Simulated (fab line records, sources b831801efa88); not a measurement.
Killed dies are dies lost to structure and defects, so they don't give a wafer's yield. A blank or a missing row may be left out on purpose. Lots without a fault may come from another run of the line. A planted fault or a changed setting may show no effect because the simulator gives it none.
One fault seen from 2 desks | flow sky130 | each desk has only its own numbers; what lay behind them comes last

THE TOOL OWNER'S DESK: cmp-01
The tool's own readings at SKY_FIELD_ISO_CMP_27 (polishes, stops on Si3N4, t overpolish 16 s, target thk 457.8 nm): means of the sampled wafers that have a number, for each lot that ran on this tool. A lot is out of limits, marked OUT, if its mean lies more than 4 standard deviations from the usual mean; the brackets give that distance.
Columns: A = motor_current_A at SKY_FIELD_ISO_CMP_27, usual 12.0 A; B = overpolish_run_s at SKY_FIELD_ISO_CMP_27, usual 15.999 s; C = time_to_endpoint_s at SKY_FIELD_ISO_CMP_27, usual 111 s
lot  | first seen here | A    | B      | C
L131 | day 3 03:58     | 12.3 | 16.007 | 105
L135 | day 4 00:34     | 11.9 | 16.006 | 111
L138 | day 4 12:47     | 12.8 | 15.994 | 105
L141 | day 5 03:35     | 12.1 | 16.002 | 103
L144 | day 5 21:22     | 12.5 | 15.996 | 145 (+6.2) OUT
L145 | day 6 01:35     | 12.8 | 15.995 | 142 (+5.6) OUT
This desk's finding: out of limits on L144, L145; first on L144, day 5 21:22 (time_to_endpoint_s at SKY_FIELD_ISO_CMP_27). In limits: L131, L135, L138, L141.

THE METROLOGY DESK
What the gauges read, lot by lot, whatever tool the lot ran on: means of the sampled wafers that have a number. A lot is out of limits, marked OUT, if its mean lies more than 4 standard deviations from the usual mean; the brackets give that distance.
Columns: A = FIELD_ISO_OXIDATION_01_THK at SKY_FIELD_ISO_THK_MEAS_23, usual 10.10 nm
lot  | first seen here | A
L128 | day 2 08:49     | 9.89
L131 | day 3 01:02     | 10.03
L132 | day 3 05:04     | 9.99
L133 | day 3 07:55     | 9.94
L134 | day 3 13:52     | 9.90
L135 | day 3 22:04     | 10.14
L136 | day 4 00:49     | 10.00
L138 | day 4 11:04     | 10.28
L141 | day 5 01:38     | 10.41
L142 | day 5 07:34     | 10.05
L144 | day 5 18:20     | 9.88
L145 | day 5 23:54     | 10.40
This desk's finding: nothing out of limits on any of the 12 lots.

PUT TOGETHER
The tool owner's desk could have raised an alarm at day 5 21:22, on L144, L145.
The metrology desk saw nothing out of limits.
The metrology desk has L144, L145 on record, within its limits.
Of the lots named, all ran SKY_FIELD_ISO_CMP_27 on cmp-01.

WHAT THE SIMULATOR HAD PUT IN
Process parameter drift: cmp-01, from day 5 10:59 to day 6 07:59, at SKY_FIELD_ISO_CMP_27. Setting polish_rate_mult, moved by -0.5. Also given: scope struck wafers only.
Lots struck among those shown: L144, L145.
Hours from the fault's start to each desk's first reading out of limits: the tool owner's desk, 10.
